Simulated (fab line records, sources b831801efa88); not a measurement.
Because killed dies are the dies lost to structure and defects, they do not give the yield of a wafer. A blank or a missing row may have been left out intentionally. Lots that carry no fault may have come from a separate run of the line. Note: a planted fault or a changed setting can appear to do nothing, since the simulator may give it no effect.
Comparing a struck lot with a sound one | flow gf180mcu | 17 out of 602 route steps
Sound: wafers L250.2, L250.4, L250.5. Struck: wafer L263.5. (L263.3, L263.6 of the same lot were not struck and are left out.) The cause comes at the end.
At each step with rows: each side's tool, then ch and its chambers, then its first start. Under that, the readings that differ: sound wafers | struck wafers | difference of the means | sigmas: that difference in standard deviations of wafers without a fault.
alike: words and numbers the same on both sides, and readings whose means are apart by under 2 such deviations; not compared: readings that were withheld, readings missing a value for some wafer, numbers with overlapping values and no deviation given by the record, and bounds like >300 which may hide the same value.
Wherever a step has rows on one side only, a row that says differs or no value, or a row with sigmas, the two part there. Non-overlapping numbers with no deviation appear without sigmas and do not part them. A reading missing from all wafers of one side parts the sides only when that side holds two or more wafers.

first, 4 steps without rows for these wafers: GF_M4_SOFTBAKE_10 (time 60 s); GF_M4_EXPOSE_11 (exposes mask Metal4, target cd 280 nm); GF_M4_PEB_12 (peb time 90 s); GF_M4_DEVELOP_13 (develop time 60 s).
GF_M4_CD_MEAS_14 targets a cd of 280 nm.
  sound: cdSem-02 at day 25 09:34; struck: cdSem-01 at day 29 09:44
  alike: cdNm
GF_M4_OVL_MEAS_15:
  sound: overlay-02 at day 25 09:40; struck: overlay-01 at day 29 09:50
reading     | sound  | struck | difference | sigmas
M4_OVL (nm) | 2 1 12 | -23    | -28        | -4
GF_M4_METAL_ETCH_16: etches the open film in Cl2/BCl3, stops on SiO2, target depth 627.5 nm, time 104.6 s.
  sound on rieMetal-02 ch 0,1, day 25 09:41; struck on rieMetal-01 ch 1, day 29 09:54
  alike: drypumpMotorCurrentA, oesProductAu, throttleValvePct
  not compared: rfHoursCounterH
GF_M4_STRIP_17: strips in O2/N2.
  sound on plasmaAsher-04 ch 0,1, day 25 09:49; struck on plasmaAsher-04 ch 0, day 29 10:00
reading                  | sound          | struck | difference | sigmas
stripTimeToEndpointS (s) | 7.89 7.91 7.86 | 7.81   | -0.08      | -2
  alike: drypumpMotorCurrentA, heaterPowerW, oesProductAu
  not compared: rfHoursCounterH
then, 3 steps without rows for these wafers: GF_M4_STRIP_18 (strips in post etch residue remover, time 1200 s); GF_M4_CLEAN_19 (cleans in DIW); GF_V4_CVD_00 (deposits SiO2, target thk 600 nm, time 100 s).
GF_V4_THK_MEAS_01:
  sound: filmMetro-04 at day 25 10:29; struck: filmMetro-04 at day 29 10:36
  alike: V4_CVD_00_THK
GF_V4_CVD_02: deposits SiO2 from TEOS, target thk 850 nm, time 94.851 s.
  sound on pecvd-03 ch 0,1,2, day 25 10:32; struck on pecvd-03 ch 1, day 29 10:38
reading                            | sound           | struck | difference | sigmas
model.SiO2_of_V4_CVD_02.thkNm (nm) | 841.8 852.5 857 | 1358   | +508       | 
  alike: heaterPowerOuterW, heaterPowerW
GF_V4_THK_MEAS_03:
  sound: filmMetro-04 at day 25 10:36; struck: filmMetro-03 at day 29 10:44
reading            | sound       | struck | difference | sigmas
V4_CVD_02_THK (nm) | 842 853 857 | 1359   | +508       | +51
GF_V4_CMP_04: polishes SiO2.
  sound on cmp-01 ch 0,2,3, day 25 10:45; struck on cmp-01 ch 3, day 29 10:49
reading             | sound    | struck | difference | sigmas
timeToEndpointS (s) | 74 81 78 | 264    | +186       | +37
  alike: motorCurrentA, slurryFilterDpKPa, slurryFlowMlMin
GF_V4_BOW_MEAS_05:
  sound: filmMetro-04 at day 25 11:05; struck: filmMetro-03 at day 29 11:07
  alike: V4_BOW
following that, these wafers have no rows for 1 step: GF_PASSIVATION_PROBE_99.

## WHERE THEY PART
At GF_M4_OVL_MEAS_15 first; at GF_V4_CMP_04 last (within this record only). Later steps at which nothing parts them and some readings are alike: GF_V4_BOW_MEAS_05.

WHY: what the simulator had put in
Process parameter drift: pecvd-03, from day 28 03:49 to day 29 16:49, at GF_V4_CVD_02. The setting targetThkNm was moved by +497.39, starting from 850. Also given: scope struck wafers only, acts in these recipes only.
